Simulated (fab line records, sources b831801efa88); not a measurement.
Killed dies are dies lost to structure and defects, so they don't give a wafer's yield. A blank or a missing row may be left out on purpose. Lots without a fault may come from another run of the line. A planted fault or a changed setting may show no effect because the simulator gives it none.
Which tool did it? | flow gf180mcu | 13 lots, 39 wafers sampled, at 3 steps of a route of 602

WHAT THE GAUGES READ, wafer by wafer
GF_M2_OVL_MEAS_15. Usual: M2_OVL -2 nm, standard deviation 5.9.
lot  | measured     | on         | M2_OVL (nm) | flag
L433 | day 19 07:34 | overlay-01 | 5 3 4       |
L435 | day 19 20:19 | overlay-02 | -2 -1 -3    |
L436 | day 20 05:51 | overlay-01 | 4 12 7      |
L437 | day 20 13:58 | overlay-01 | -7 -1 -13   |
L439 | day 21 12:41 | overlay-02 | -5 -1 0     |
L443 | day 23 10:46 | overlay-02 | -4 -7 -6    |
L444 | day 23 15:08 | overlay-02 | -7 -7 -8    |
L447 | day 24 07:10 | overlay-02 | -3 -8 -3    |
L448 | day 24 20:54 | overlay-01 | 3 3 2       |
L449 | day 25 08:21 | overlay-01 | -2 -2 2     |
L453 | day 26 02:52 | overlay-01 | 5 5 2       |
L454 | day 26 11:23 | overlay-02 | 1 -6 -8     |
L456 | day 27 03:44 | overlay-01 | -7 -2 -4    |

GF_V2_CD_MEAS_14: target cd 260 nm. Usual: cd_nm 259.7 nm, standard deviation 0.95.
lot  | measured     | on        | cd_nm (nm)        | flag
L433 | day 20 09:28 | cd_sem-01 | 260.6 259.4 259.3 |
L435 | day 20 21:52 | cd_sem-01 | 260.4 257.9 258.3 |
L436 | day 21 06:34 | cd_sem-02 | 259.4 258.4 258.6 |
L437 | day 21 15:13 | cd_sem-02 | 259.6 258.2 258.9 |
L439 | day 22 13:58 | cd_sem-02 | 259.8 258.9 261.3 |
L443 | day 24 09:47 | cd_sem-02 | 260.0 259.8 259.5 |
L444 | day 24 14:29 | cd_sem-02 | 258.8 260.0 259.5 |
L447 | day 25 06:25 | cd_sem-01 | 259.4 260.7 260.0 |
L448 | day 25 19:20 | cd_sem-02 | 259.5 260.9 258.3 |
L449 | day 26 06:32 | cd_sem-02 | 261.6 259.8 261.1 |
L453 | day 27 00:55 | cd_sem-02 | 257.6 257.1 258.2 |
L454 | day 27 09:19 | cd_sem-01 | 259.4 258.8 259.4 |
L456 | day 28 01:11 | cd_sem-02 | 260.1 259.4 259.3 |

WHICH TOOL RAN EACH LOT (tool, then ch and the chambers of the sampled wafers, then the start)
lot  | GF_M2_STRIP_17
L433 | plasma_asher-04 ch 0,1, day 19 07:45
L435 | plasma_asher-03 ch 0, day 19 20:28
L436 | plasma_asher-01 ch 0,1, day 20 06:01
L437 | plasma_asher-04 ch 0,1, day 20 14:07
L439 | plasma_asher-04 ch 0,1, day 21 12:52
L443 | plasma_asher-04 ch 0,1, day 23 10:55
L444 | plasma_asher-04 ch 0,1, day 23 15:17
L447 | plasma_asher-01 ch 0,1, day 24 07:19
L448 | plasma_asher-01 ch 0,1, day 24 21:04
L449 | plasma_asher-03 ch 0,1, day 25 08:29
L453 | plasma_asher-01 ch 0,1, day 26 03:08
L454 | plasma_asher-01 ch 0,1, day 26 11:32
L456 | plasma_asher-01 ch 0,1, day 27 03:53
- GF_M2_STRIP_17: strips in O2/N2.

WHAT THE TOOLS THEMSELVES READ (means of the sampled wafers that have a number; where no wafer has one, the mark that the record gives instead)
GF_M2_STRIP_17. Usual: drypump_motor_current_A 5.5 A, standard deviation 0.47; heater_power_w 325 W, standard deviation 28; n2_flow_sccm 300.1 sccm, standard deviation 0.87; oes_product_au 0.557 a.u., standard deviation 0.0052; strip_time_to_endpoint_s 7.86 s, standard deviation 0.039.
lot  | tool            | drypump_motor_current_A (A) | heater_power_w (W) | n2_flow_sccm (sccm) | oes_product_au (a.u.) | strip_time_to_endpoint_s (s) | flag
L433 | plasma_asher-04 | 5.8                         | 305                | 299.4               | 0.561                 | 7.93                         |
L435 | plasma_asher-03 | 5.7                         | 341                | 300.0               | 0.561                 | 7.91                         |
L436 | plasma_asher-01 | 5.3                         | 330                | 300.3               | 0.560                 | 7.88                         |
L437 | plasma_asher-04 | 6.0                         | 309                | 301.0               | 0.556                 | 7.91                         |
L439 | plasma_asher-04 | 5.8                         | 301                | 299.9               | 0.556                 | 7.88                         |
L443 | plasma_asher-04 | 6.1                         | 301                | 300.4               | 0.553                 | 7.84                         |
L444 | plasma_asher-04 | 5.8                         | 293                | 300.7               | 0.555                 | 7.91                         |
L447 | plasma_asher-01 | 5.3                         | 328                | 299.1               | 0.559                 | 7.84                         |
L448 | plasma_asher-01 | 5.3                         | 325                | 300.2               | 0.556                 | 7.85                         |
L449 | plasma_asher-03 | 5.0                         | 336                | 300.0               | 0.554                 | 7.83                         |
L453 | plasma_asher-01 | 5.2                         | 347                | 300.1               | 0.554                 | 7.81                         |
L454 | plasma_asher-01 | 5.2                         | 327                | 299.5               | 0.555                 | 7.83                         |
L456 | plasma_asher-01 | 5.2                         | 350                | 299.4               | 0.558                 | 7.85                         |

THE ANSWER, worked out from the rows above alone
Rule: a lot is off if the mean of its wafers that have a number lies more than 3 standard deviations from the usual mean. A lot without any number at a reading at which 4 lots or more have one is off too. The other lots that the step has rows for count as sound. The gauges are gone through in route order, then the tools' own readings, and for those a lot's mean is taken as printed above. The first step at which some lot is off is used, and at that step the reading that is off furthest; a lot without a number counts as furthest.
No lot is off at any reading shown: from this, nothing can be told.

WHAT THE SIMULATOR HAD PUT IN
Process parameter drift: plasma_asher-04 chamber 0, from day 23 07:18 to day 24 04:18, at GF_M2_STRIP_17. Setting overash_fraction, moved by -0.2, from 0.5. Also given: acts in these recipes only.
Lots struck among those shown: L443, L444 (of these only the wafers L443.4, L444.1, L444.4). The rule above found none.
